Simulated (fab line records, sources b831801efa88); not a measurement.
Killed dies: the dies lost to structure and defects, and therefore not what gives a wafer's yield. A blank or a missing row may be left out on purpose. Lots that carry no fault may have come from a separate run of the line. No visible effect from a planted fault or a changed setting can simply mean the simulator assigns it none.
A struck lot beside a sound one :: flow sky130 :: 15 steps out of a route of 708
Sound: the wafers L901.1, L901.2, L901.3. Struck: wafers L917.2, L917.4 (left out: L917.3, a lot-mate that was not struck); the cause follows at the end.
For every step that has rows: the tool of each side, followed by ch and its chambers, followed by its first start. Under that, the readings that differ: sound wafers :: struck wafers :: difference of the means :: sigmas: that difference in standard deviations of wafers without a fault.
alike: words and numbers the same on both sides, and readings whose means are apart by under 2 such deviations; not compared: readings that were withheld, readings missing a value for some wafer, numbers with overlapping values and no deviation given by the record, and bounds like >300 which may hide the same value.
A row with sigmas, a row that says differs or no value, or rows on one side alone: a step with any of these is where the two part. Non-overlapping numbers with no deviation appear without sigmas and do not part them. A reading missing from all wafers of one side parts the sides only when that side holds two or more wafers.

first, 1 step without rows for these wafers: SKY_FIELD_ISO_DEVELOP_12 (develop time 60 s).
SKY_FIELD_ISO_CD_MEAS_13 targets a cd of 150 nm.
  sound on cd_sem-01, day 2 14:01; struck on cd_sem-01, day 6 02:01
  alike: cd_nm
SKY_FIELD_ISO_ETCH_14: etches BARC in N2/H2, stops on SiO2, time 45.9 s, target depth 60 nm.
  sound on rie_diel-01 ch 1,2,3, day 2 14:08; struck on rie_diel-01 ch 0,1, day 6 02:07
reading: oes_product_au (a.u.)
sound: 0.859 0.862 0.856
struck: 0.849 0.849
difference: -0.010
sigmas: -2
  alike: drypump_motor_current_A, throttle_valve_pct
  not compared: rf_hours_counter_h
SKY_FIELD_ISO_ETCH_15: etches the open film in CHF3/O2, stops on Si, target depth 180 nm, time 72 s.
  sound on rie_diel-01 ch 1,2,3, day 2 14:10; struck on rie_diel-01 ch 0,1, day 6 02:09
  alike: drypump_motor_current_A, oes_product_au, throttle_valve_pct
  not compared: rf_hours_counter_h
SKY_FIELD_ISO_STRIP_16: strips in O2/N2.
  sound on plasma_asher-01 ch 0,1, day 2 14:13; struck on plasma_asher-01 ch 0,1, day 6 02:13
  alike: drypump_motor_current_A, oes_product_au, strip_time_to_endpoint_s
  not compared: rf_hours_counter_h
SKY_FIELD_ISO_ETCH_17: etches Si in HBr/Cl2/O2, target depth 342 nm, time 97.7 s.
  sound on rie_si-01 ch 0,1,2, day 2 14:19; struck on rie_si-02 ch 2,3, day 6 02:19
reading: oes_product_au (a.u.)
sound: 0.983 0.987 0.980
struck: 1.014 1.015
difference: +0.031
sigmas: +2
  alike: drypump_motor_current_A, throttle_valve_pct
  not compared: rf_hours_counter_h
then, 5 steps without rows for these wafers: SKY_FIELD_ISO_WET_ETCH_18 (etches Si3N4 in H3PO4, target depth 25 nm, time 286 s); SKY_FIELD_ISO_CLEAN_19 (cleans in SC1/SC2, time 150 s); SKY_FIELD_ISO_CLEAN_20 (cleans in dHF, time 20 s); SKY_FIELD_ISO_WET_ETCH_21 (etches SiO2 in dHF, target depth 20 nm, time 400 s); SKY_FIELD_ISO_OXIDATION_22 (stabilise 600 s, purge 300 s, target thk 10 nm).
SKY_FIELD_ISO_THK_MEAS_23:
  sound on film_metro-01, day 2 22:19; struck on film_metro-04, day 6 04:25
  alike: FIELD_ISO_OXIDATION_01_THK
SKY_FIELD_ISO_CVD_24: deposits SiO2, target thk 595 nm, time 99.2 s.
  sound on hdpcvd-01 ch 0,1,2, day 2 22:22; struck on hdpcvd-01 ch 2, day 6 04:28
reading: pressure_mtorr (mTorr)
sound: 5.975 5.986 5.996
struck: 7.204 7.208
difference: +1.220
sigmas: +94
SKY_FIELD_ISO_THK_MEAS_25:
  sound on film_metro-01, day 2 22:26; struck on film_metro-01, day 6 04:35
  alike: FIELD_ISO_CVD_24_THK
-- here the record skips 44 days between the struck wafers' starts before and after, leaving off in module FIELD_ISO and picking up in module PAD_OPEN (first step shown: number 708 of the route) --
SKY_PAD_OPEN_PROBE_99:
  sound on prober-01, day 47 05:07; struck on prober-01, day 50 02:26
  alike: killed_at_M0_to_M3, killed_at_M4_up, killed_at_contacts, killed_at_front_end, killed_at_other, killed_dies, killed_open, killed_short

## WHERE THEY PART
Last at SKY_FIELD_ISO_CVD_24 as far as this record goes, first at SKY_FIELD_ISO_ETCH_14. Later steps at which nothing parts them and some readings are alike: SKY_FIELD_ISO_THK_MEAS_25, SKY_PAD_OPEN_PROBE_99.

WHY: what the simulator had put in
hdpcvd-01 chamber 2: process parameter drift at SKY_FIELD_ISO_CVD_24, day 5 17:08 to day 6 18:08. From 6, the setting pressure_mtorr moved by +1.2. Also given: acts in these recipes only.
